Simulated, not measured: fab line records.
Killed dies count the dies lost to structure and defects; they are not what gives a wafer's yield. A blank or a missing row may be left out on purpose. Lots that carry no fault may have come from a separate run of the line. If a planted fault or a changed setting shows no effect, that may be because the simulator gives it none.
Tool commonality check || flow sky130 || Sample size 14 lots and 38 wafers

REASON FOR OPENING
2 of 14 lots carry a flag on the reading METAL1_ALCU_RS at SKY_METAL1_RS_MEAS_05. Wafers without a fault read 0.1274 ohm/sq, standard deviation 0.0017.
Rule: a lot gets a flag if all its wafers with a number sit over 4 standard deviations from that mean, or if no wafer of it has a number. All remaining lots are regarded as sound.

{"lot": "L829", "measured": "day 31 13:09", "on": "film-metro-01", "METAL1_ALCU_RS (ohm/sq), wafer by wafer": "0.1287 0.1284 0.1288", "flag": ""}
{"lot": "L830", "measured": "day 31 16:21", "on": "film-metro-04", "METAL1_ALCU_RS (ohm/sq), wafer by wafer": "0.1286 0.1259 0.1280", "flag": ""}
{"lot": "L831", "measured": "day 32 00:24", "on": "film-metro-02", "METAL1_ALCU_RS (ohm/sq), wafer by wafer": "0.1310 0.1317 0.1317", "flag": ""}
{"lot": "L832", "measured": "day 34 00:38", "on": "film-metro-02", "METAL1_ALCU_RS (ohm/sq), wafer by wafer": "0.1287 0.1276 0.1282", "flag": ""}
{"lot": "L836", "measured": "day 34 01:01", "on": "film-metro-04", "METAL1_ALCU_RS (ohm/sq), wafer by wafer": 0.1010, "flag": "FLAGGED"}
{"lot": "L835", "measured": "day 34 02:43", "on": "film-metro-02", "METAL1_ALCU_RS (ohm/sq), wafer by wafer": 0.1012, "flag": "FLAGGED"}
{"lot": "L837", "measured": "day 34 08:43", "on": "film-metro-04", "METAL1_ALCU_RS (ohm/sq), wafer by wafer": "0.1259 0.1259 0.1257", "flag": ""}
{"lot": "L839", "measured": "day 35 17:54", "on": "film-metro-02", "METAL1_ALCU_RS (ohm/sq), wafer by wafer": "0.1257 0.1271 0.1251", "flag": ""}
{"lot": "L840", "measured": "day 35 23:25", "on": "film-metro-04", "METAL1_ALCU_RS (ohm/sq), wafer by wafer": "0.1263 0.1277 0.1240", "flag": ""}
{"lot": "L844", "measured": "day 36 05:47", "on": "film-metro-04", "METAL1_ALCU_RS (ohm/sq), wafer by wafer": "0.1288 0.1293 0.1283", "flag": ""}
{"lot": "L843", "measured": "day 36 07:02", "on": "film-metro-01", "METAL1_ALCU_RS (ohm/sq), wafer by wafer": "0.1289 0.1294 0.1306", "flag": ""}
{"lot": "L847", "measured": "day 37 06:02", "on": "film-metro-01", "METAL1_ALCU_RS (ohm/sq), wafer by wafer": "0.1304 0.1271 0.1280", "flag": ""}
{"lot": "L849", "measured": "day 37 16:59", "on": "film-metro-04", "METAL1_ALCU_RS (ohm/sq), wafer by wafer": "0.1284 0.1272 0.1271", "flag": ""}
{"lot": "L852", "measured": "day 38 15:15", "on": "film-metro-04", "METAL1_ALCU_RS (ohm/sq), wafer by wafer": "0.1273 0.1277 0.1271", "flag": ""}
On average the flagged lots' numbers are 0.1011 ohm/sq, which is -0.0263 ohm/sq against the usual, or -15 standard deviations.

LOT BY LOT: THE TOOL USED
Before the reading, the record contains 3 process steps out of a 708-step route. In each cell: the tool, then ch and the chambers that the sampled wafers went through, then the start.
{"lot": "L829", "flag": "", "SKY_CONTACT_CMP_27": "cmp-01 ch 1,2,3, day 31 12:41", "SKY_METAL1_SPUTTER_01": "pvd-sputter-03, day 31 13:01", "SKY_METAL1_SPUTTER_02": "pvd-sputter-03, day 31 13:02"}
{"lot": "L830", "flag": "", "SKY_CONTACT_CMP_27": "cmp-02 ch 1,2,3, day 31 16:01", "SKY_METAL1_SPUTTER_01": "pvd-sputter-03, day 31 16:11", "SKY_METAL1_SPUTTER_02": "pvd-sputter-03, day 31 16:13"}
{"lot": "L831", "flag": "", "SKY_CONTACT_CMP_27": "cmp-01 ch 2,3, day 31 23:55", "SKY_METAL1_SPUTTER_01": "pvd-sputter-03, day 32 00:14", "SKY_METAL1_SPUTTER_02": "pvd-sputter-03, day 32 00:16"}
{"lot": "L832", "flag": "", "SKY_CONTACT_CMP_27": "cmp-01 ch 1,2,3, day 34 00:16", "SKY_METAL1_SPUTTER_01": "pvd-sputter-01, day 34 00:29", "SKY_METAL1_SPUTTER_02": "pvd-sputter-01, day 34 00:31"}
{"lot": "L836", "flag": "FLAGGED", "SKY_CONTACT_CMP_27": "cmp-02 ch 1, day 34 00:41", "SKY_METAL1_SPUTTER_01": "pvd-sputter-02, day 34 00:49", "SKY_METAL1_SPUTTER_02": "pvd-sputter-02, day 34 00:51"}
{"lot": "L835", "flag": "FLAGGED", "SKY_CONTACT_CMP_27": "cmp-02 ch 1, day 34 02:17", "SKY_METAL1_SPUTTER_01": "pvd-sputter-02, day 34 02:34", "SKY_METAL1_SPUTTER_02": "pvd-sputter-02, day 34 02:35"}
{"lot": "L837", "flag": "", "SKY_CONTACT_CMP_27": "cmp-01 ch 0,2,3, day 34 08:18", "SKY_METAL1_SPUTTER_01": "pvd-sputter-01, day 34 08:34", "SKY_METAL1_SPUTTER_02": "pvd-sputter-01, day 34 08:35"}
{"lot": "L839", "flag": "", "SKY_CONTACT_CMP_27": "cmp-01 ch 1,2,3, day 35 17:33", "SKY_METAL1_SPUTTER_01": "pvd-sputter-01, day 35 17:43", "SKY_METAL1_SPUTTER_02": "pvd-sputter-01, day 35 17:45"}
{"lot": "L840", "flag": "", "SKY_CONTACT_CMP_27": "cmp-01 ch 0,1,2, day 35 23:05", "SKY_METAL1_SPUTTER_01": "pvd-sputter-03, day 35 23:19", "SKY_METAL1_SPUTTER_02": "pvd-sputter-03, day 35 23:20"}
{"lot": "L844", "flag": "", "SKY_CONTACT_CMP_27": "cmp-02 ch 1,3, day 36 05:22", "SKY_METAL1_SPUTTER_01": "pvd-sputter-03, day 36 05:38", "SKY_METAL1_SPUTTER_02": "pvd-sputter-03, day 36 05:40"}
{"lot": "L843", "flag": "", "SKY_CONTACT_CMP_27": "cmp-02 ch 0,1, day 36 06:38", "SKY_METAL1_SPUTTER_01": "pvd-sputter-01, day 36 06:54", "SKY_METAL1_SPUTTER_02": "pvd-sputter-01, day 36 06:56"}
{"lot": "L847", "flag": "", "SKY_CONTACT_CMP_27": "cmp-02 ch 1,3, day 37 05:35", "SKY_METAL1_SPUTTER_01": "pvd-sputter-01, day 37 05:55", "SKY_METAL1_SPUTTER_02": "pvd-sputter-01, day 37 05:56"}
{"lot": "L849", "flag": "", "SKY_CONTACT_CMP_27": "cmp-02 ch 0,1,3, day 37 16:34", "SKY_METAL1_SPUTTER_01": "pvd-sputter-03, day 37 16:50", "SKY_METAL1_SPUTTER_02": "pvd-sputter-03, day 37 16:52"}
{"lot": "L852", "flag": "", "SKY_CONTACT_CMP_27": "cmp-01 ch 1,2,3, day 38 14:49", "SKY_METAL1_SPUTTER_01": "pvd-sputter-01, day 38 15:08", "SKY_METAL1_SPUTTER_02": "pvd-sputter-01, day 38 15:10"}
What the steps here do:
- SKY_CONTACT_CMP_27: polishes, stops on SiO2, t overpolish 15 s, target thk 0 nm.
- SKY_METAL1_SPUTTER_01: material TiN, target thk 20 nm, time 16.7 s.
- SKY_METAL1_SPUTTER_02: material AlCu, target thk 250 nm, time 13.3 s.
- SKY_METAL1_RS_MEAS_05: measures by four-point-probe.

FLAGGED OVER TOTAL, TOOL BY TOOL (the gauges that took the reading come last)
{"step": "SKY_CONTACT_CMP_27", "tool": "cmp-01", "lots run": 7, "flagged": 0, "share of the flagged lots": "none", "sound lots run after its first flagged lot": "-"}
{"step": "SKY_CONTACT_CMP_27", "tool": "cmp-02", "lots run": 7, "flagged": 2, "share of the flagged lots": "all", "sound lots run after its first flagged lot": "4 (L844,L843,L847,L849)"}
{"step": "SKY_METAL1_SPUTTER_01", "tool": "pvd-sputter-01", "lots run": 6, "flagged": 0, "share of the flagged lots": "none", "sound lots run after its first flagged lot": "-"}
{"step": "SKY_METAL1_SPUTTER_01", "tool": "pvd-sputter-02", "lots run": 2, "flagged": 2, "share of the flagged lots": "all", "sound lots run after its first flagged lot": 0}
{"step": "SKY_METAL1_SPUTTER_01", "tool": "pvd-sputter-03", "lots run": 6, "flagged": 0, "share of the flagged lots": "none", "sound lots run after its first flagged lot": "-"}
{"step": "SKY_METAL1_SPUTTER_02", "tool": "pvd-sputter-01", "lots run": 6, "flagged": 0, "share of the flagged lots": "none", "sound lots run after its first flagged lot": "-"}
{"step": "SKY_METAL1_SPUTTER_02", "tool": "pvd-sputter-02", "lots run": 2, "flagged": 2, "share of the flagged lots": "all", "sound lots run after its first flagged lot": 0}
{"step": "SKY_METAL1_SPUTTER_02", "tool": "pvd-sputter-03", "lots run": 6, "flagged": 0, "share of the flagged lots": "none", "sound lots run after its first flagged lot": "-"}
{"step": "SKY_METAL1_RS_MEAS_05", "tool": "film-metro-01", "lots run": 3, "flagged": 0, "share of the flagged lots": "none", "sound lots run after its first flagged lot": "-"}
{"step": "SKY_METAL1_RS_MEAS_05", "tool": "film-metro-02", "lots run": 4, "flagged": 1, "share of the flagged lots": "some", "sound lots run after its first flagged lot": "1 (L839)"}
{"step": "SKY_METAL1_RS_MEAS_05", "tool": "film-metro-04", "lots run": 7, "flagged": 1, "share of the flagged lots": "some", "sound lots run after its first flagged lot": "5 (L837,L840,L844,L849,L852)"}

THE TABLE: WHAT IT ALLOWS
Rows of the table that ran every flagged lot, 3 in all: cmp-02 at SKY_CONTACT_CMP_27, pvd-sputter-02 at SKY_METAL1_SPUTTER_01, pvd-sputter-02 at SKY_METAL1_SPUTTER_02.
- cmp-02 at SKY_CONTACT_CMP_27: 2 of its 7 lots flagged. After the first flagged lot (L844, L843, L847, L849), sound lots still ran on it; a lasting fault on the whole tool would not permit that.
- pvd-sputter-02 at SKY_METAL1_SPUTTER_01: 2 of its 2 lots flagged. In this sample it ran no sound lot ahead of its first flagged lot, so there is no way to narrow down the start.
- pvd-sputter-02 at SKY_METAL1_SPUTTER_02: 2 of its 2 lots flagged. In this sample it ran no sound lot ahead of its first flagged lot, so there is no way to narrow down the start.
What remains is a single tool, pvd-sputter-02 at SKY_METAL1_SPUTTER_01 and SKY_METAL1_SPUTTER_02.

WHAT HAD BEEN PUT IN BY THE SIMULATOR
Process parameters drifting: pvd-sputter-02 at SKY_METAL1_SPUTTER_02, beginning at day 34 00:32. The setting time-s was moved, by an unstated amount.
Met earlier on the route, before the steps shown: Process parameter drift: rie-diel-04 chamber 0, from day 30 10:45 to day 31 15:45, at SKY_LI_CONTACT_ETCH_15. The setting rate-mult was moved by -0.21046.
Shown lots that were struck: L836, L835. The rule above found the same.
